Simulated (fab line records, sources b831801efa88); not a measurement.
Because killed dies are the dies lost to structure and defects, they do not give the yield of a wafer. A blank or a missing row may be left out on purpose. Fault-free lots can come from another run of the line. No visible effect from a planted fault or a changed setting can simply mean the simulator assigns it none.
2 desks looking at one fault | flow gf180mcu | each desk has only its own numbers; what lay behind them comes last

## THE METROLOGY DESK
Means of the sampled wafers that have a number, per lot and without regard to the tool the lot ran on: this is what the gauges read. A lot is out of limits, marked OUT, if its mean lies more than 4 standard deviations from the usual mean; the brackets give that distance.
Columns: A = cd-nm at GF_HV_LDD_CD_MEAS_07, usual 399.7 nm; B = cd-nm at GF_HV_LDD_CD_MEAS_19, usual 400.3 nm; C = cd-nm at GF_HV_LDD_CD_MEAS_31, usual 399.7 nm; D = HV_LDD_CVD_54_THK at GF_HV_LDD_THK_MEAS_55, usual 10.03 nm
lot  | first seen here | A     | B     | C     | D
L638 | day 10 04:25    | 402.0 | 399.9 | 404.7 | 10.09
L639 | day 10 09:22    | 397.8 | 399.4 | 401.6 | 10.20
L641 | day 10 23:29    | 396.8 | 399.1 | 399.7 | 9.82
L642 | day 11 05:31    | 399.3 | 401.9 | 399.6 | 10.12
L643 | day 11 15:19    | 400.1 | 401.1 | 400.5 | 9.94
L644 | day 12 01:31    | 401.6 | 397.1 | 397.6 | 10.04
L649 | day 13 13:55    | 397.7 | 405.9 | 397.3 | 9.87
L651 | day 14 07:18    | 400.2 | 397.6 | 400.8 | 8.04 (-14) OUT
L653 | day 14 19:14    | 401.5 | 398.6 | 401.3 | 9.86
L655 | day 15 04:24    | 399.2 | 401.2 | 398.8 | 9.97
L658 | day 16 07:24    | 400.3 | 399.1 | 396.4 | 9.94
L660 | day 16 17:04    | 400.0 | 396.0 | 398.8 | 10.13
L661 | day 17 00:22    | 399.9 | 399.7 | 400.0 | 10.14
This desk finds L651 out of limits, with the earliest case on L651 at day 17 04:02 (HV_LDD_CVD_54_THK at GF_HV_LDD_THK_MEAS_55). L638, L639, L641, L642, L643, L644, L649, L653, L655, L658, L660, L661: within limits.

## DESK OF THE TOOL OWNER: lpcvd-02
The tool's own readings at GF_HV_LDD_CVD_54 (deposits SiO2 from TEOS, target thk 10 nm, time 75 s): means of the sampled wafers that have a number, for each lot that ran on this tool. A lot is out of limits, marked OUT, if its mean lies more than 4 standard deviations from the usual mean; the brackets give that distance.
Columns: A = zone-power-top-pct at GF_HV_LDD_CVD_54, usual 24.2 %
lot  | first seen here | A
L638 | day 12 13:22    | 24.3
L639 | day 12 17:30    | 24.4
L642 | day 13 16:44    | 26.2
L644 | day 14 15:04    | 24.6
L651 | day 17 03:01    | 24.5
L655 | day 18 01:33    | 26.0
This desk's finding: nothing out of limits on any of the 6 lots.

## TAKEN TOGETHER
An alarm was possible from the metrology desk at day 17 04:02, on L651.
Nothing out of limits was seen by the tool owner's desk.
Tool owner's desk: L651 on record, inside its limits.
On lpcvd-02, each named lot ran GF_HV_LDD_CVD_54.

## WHAT THE SIMULATOR HAD PUT IN
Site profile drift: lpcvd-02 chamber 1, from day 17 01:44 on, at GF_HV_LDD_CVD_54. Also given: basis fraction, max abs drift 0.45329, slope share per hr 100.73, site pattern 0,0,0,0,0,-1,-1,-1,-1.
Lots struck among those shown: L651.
Time in hours between the start of the fault and the first out-of-limits reading at each desk: metrology desk, 2.
